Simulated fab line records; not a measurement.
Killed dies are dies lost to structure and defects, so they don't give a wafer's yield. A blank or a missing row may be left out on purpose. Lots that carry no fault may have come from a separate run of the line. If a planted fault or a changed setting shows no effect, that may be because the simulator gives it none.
Struck lot and sound lot, side by side || flow gf180mcu || 37 out of 602 route steps
Sound: wafers L243.1, L243.3, L243.6. Struck: wafer L247.5 (L247.3, L247.4, from the same lot, were not struck and are left out); the cause is given at the end.
Each step with rows lists, per side, the tool, then ch with its chambers, then its first start. Under that, the readings that differ: sound wafers || struck wafers || difference of the means || sigmas: that difference in standard deviations of wafers without a fault.
alike: readings whose means differ by less than 2 such deviations, and words and numbers that are the same on both sides. not compared: withheld readings, readings that some wafer has no value for, bounds like >300 that may hide the same value, and numbers for which the record gives no deviation and whose values overlap.
The two part at a step that has a row with sigmas, a row that says differs or no value, or rows on one side only. Non-overlapping numbers with no deviation appear without sigmas and do not part them. A reading missing from all wafers of one side parts the sides only when that side holds two or more wafers.

first, 1 step without rows for these wafers: GF_M5_DEVELOP_06 (develop time 60 s).
GF_M5_CD_MEAS_07: the cd target is 280 nm.
  sound on cdSem-02, day 29 14:45; struck on cdSem-02, day 30 15:05
  alike: cdNm
GF_M5_OVL_MEAS_08:
  sound on overlay-01, day 29 14:52; struck on overlay-01, day 30 15:11
  alike: M5_OVL
GF_M5_ETCH_09: etches Si3N4 in CF4/O2, target depth 52 nm, time 11.6 s.
  sound on rieDiel-04 ch 1,3, day 29 14:55; struck on rieDiel-03 ch 2, day 30 15:12
  alike: O2_flow_sccm, drypumpMotorCurrentA, oesProductAu, throttleValvePct
  not compared: rfHoursCounterH
then, 1 step without rows for these wafers: GF_M5_METAL_ETCH_10 (etches the open film in Cl2/BCl3, stops on SiO2, target depth 627.5 nm, time 104.6 s).
GF_M5_STRIP_11: strips in O2/N2.
  sound on plasmaAsher-04 ch 0,1, day 29 15:03; struck on plasmaAsher-04 ch 1, day 30 15:27
{"reading": "stripTimeToEndpointS (s)", "sound": "7.48 7.50 7.51", "struck": 7.61, "difference": "+0.11", "sigmas": "+3"}
  alike: drypumpMotorCurrentA, heaterPowerW, oesProductAu, platenTempC
  not compared: rfHoursCounterH
then, 3 steps without rows for these wafers: GF_M5_STRIP_12 (strips in post etch residue remover, time 1200 s); GF_M5_CLEAN_13 (cleans in DIW); GF_V5_CVD_00 (deposits SiO2, target thk 300 nm, time 50 s).
GF_V5_THK_MEAS_01:
  sound on filmMetro-04, day 29 15:39; struck on filmMetro-02, day 30 16:01
  alike: V5_CVD_00_THK
then, 1 step without rows for these wafers: GF_V5_CVD_02 (deposits SiO2 from TEOS, target thk 1450 nm, time 163.28 s).
GF_V5_THK_MEAS_03:
  sound on filmMetro-03, day 29 15:49; struck on filmMetro-03, day 30 16:11
  alike: V5_CVD_02_THK
GF_V5_CMP_04: polishes SiO2.
  sound on cmp-02 ch 0,2,3, day 29 15:56; struck on cmp-02 ch 0, day 30 16:14
{"reading": "model.SiO2_of_V5_CVD_02.thkNm (nm)", "sound": "855.5 856.3 854.3", "struck": 1065, "difference": "+210", "sigmas": ""}
  alike: motorCurrentA, platenRpm, retainingRingPressureFrac
GF_V5_BOW_MEAS_05:
  sound on filmMetro-04, day 29 16:11; struck on filmMetro-02, day 30 16:34
  alike: V5_BOW
then, 8 steps without rows for these wafers: GF_V5_DEHYDRATE_06 (time 60 s); GF_V5_HMDS_07 (prime time 60 s); GF_V5_COAT_08; GF_V5_COAT_09 (resist thk 1000 nm); GF_V5_SOFTBAKE_10 (time 60 s); GF_V5_EXPOSE_11 (exposes mask Via5, target cd 260 nm); GF_V5_PEB_12 (peb time 90 s); GF_V5_DEVELOP_13 (develop time 60 s).
GF_V5_CD_MEAS_14: the cd target is 260 nm.
  sound on cdSem-02, day 30 10:54; struck on cdSem-01, day 31 08:59
  alike: cdNm
GF_V5_OVL_MEAS_15:
  sound on overlay-01, day 30 11:01; struck on overlay-01, day 31 09:05
  alike: V5_OVL
GF_V5_ETCH_16: etches BARC in N2/H2.
  sound on rieDiel-01 ch 1,2, day 30 11:03; struck on rieDiel-01 ch 3, day 31 09:06
  alike: drypumpMotorCurrentA, oesProductAu, throttleValvePct
GF_V5_ETCH_17: etches SiO2 in C4F8/O2/Ar, stops on TiN, target depth 855 nm.
  sound on rieDiel-01 ch 1,2; struck on rieDiel-01 ch 3
{"reading": "oesProductAu (a.u.)", "sound": "0.860 0.866 0.861", "struck": 0.983, "difference": "+0.121", "sigmas": "+26"}
{"reading": "model.V5.featureDepthNm (nm)", "sound": "855.5 856.3 854.3", "struck": 1065, "difference": "+210", "sigmas": ""}
{"reading": "model.etch.depthNm (nm)", "sound": "855.5 856.3 854.3", "struck": 1065, "difference": "+210", "sigmas": ""}
then, 4 steps without rows for these wafers: GF_V5_STRIP_18 (strips in O2/N2); GF_V5_STRIP_19 (strips in post etch residue remover, time 1200 s); GF_V5_CLEAN_20 (cleans in DIW); GF_V5_SPUTTER_21 (material Ti, target thk 15 nm, time 80.02 s).
GF_V5_SPUTTER_22: material TiN, target thk 10 nm, time 40 s.
  sound on pvdSputter-01, day 30 11:48; struck on pvdSputter-02, day 31 09:51
  alike: throttleValvePct
then, 1 step without rows for these wafers: GF_V5_CVD_23 (deposits W, target thk 350 nm, time 104.9 s).
GF_V5_RS_MEAS_24: measurement is done with a four-point probe.
  sound on filmMetro-04, day 30 11:57; struck on filmMetro-02, day 31 10:02
  alike: V5_W_RS
GF_V5_THK_MEAS_25: measures by xrf.
  sound on filmMetro-04, day 30 12:04; struck on filmMetro-02, day 31 10:08
  alike: V5_W_THK
GF_V5_CMP_26: polishes, stops on SiO2, t overpolish 15 s, target thk 0 nm.
  sound on cmp-01 ch 0,1,3, day 30 12:22; struck on cmp-02 ch 0, day 31 10:11
{"reading": "model.SiO2_of_V5_CVD_02.thkNm (nm)", "sound": "851.7 852.5 850.5", "struck": 1061, "difference": "+209", "sigmas": ""}
  alike: motorCurrentA, platenRpm, retainingRingPressureFrac
GF_TOP_METAL_SPUTTER_00: material Ti, target thk 37.5 nm, time 150 s.
  sound on pvdSputter-01, day 30 12:34; struck on pvdSputter-03, day 31 10:29
  alike: throttleValvePct
GF_PASSIVATION_PROBE_99:
  sound on prober-01, day 32 02:39; struck on prober-01, day 32 23:10
{"reading": "model.etest.via5Chain.rcOhm", "sound": "6.965 6.436 6.937", "struck": 9.58, "difference": "+2.80", "sigmas": ""}

== WHERE THEY PART ==
First at GF_M5_STRIP_11; last, within this record, at GF_V5_ETCH_17. Later steps at which nothing parts them and some readings are alike: GF_V5_SPUTTER_22, GF_V5_RS_MEAS_24, GF_V5_THK_MEAS_25, GF_V5_CMP_26, GF_TOP_METAL_SPUTTER_00.

WHY: what had been put in by the simulator
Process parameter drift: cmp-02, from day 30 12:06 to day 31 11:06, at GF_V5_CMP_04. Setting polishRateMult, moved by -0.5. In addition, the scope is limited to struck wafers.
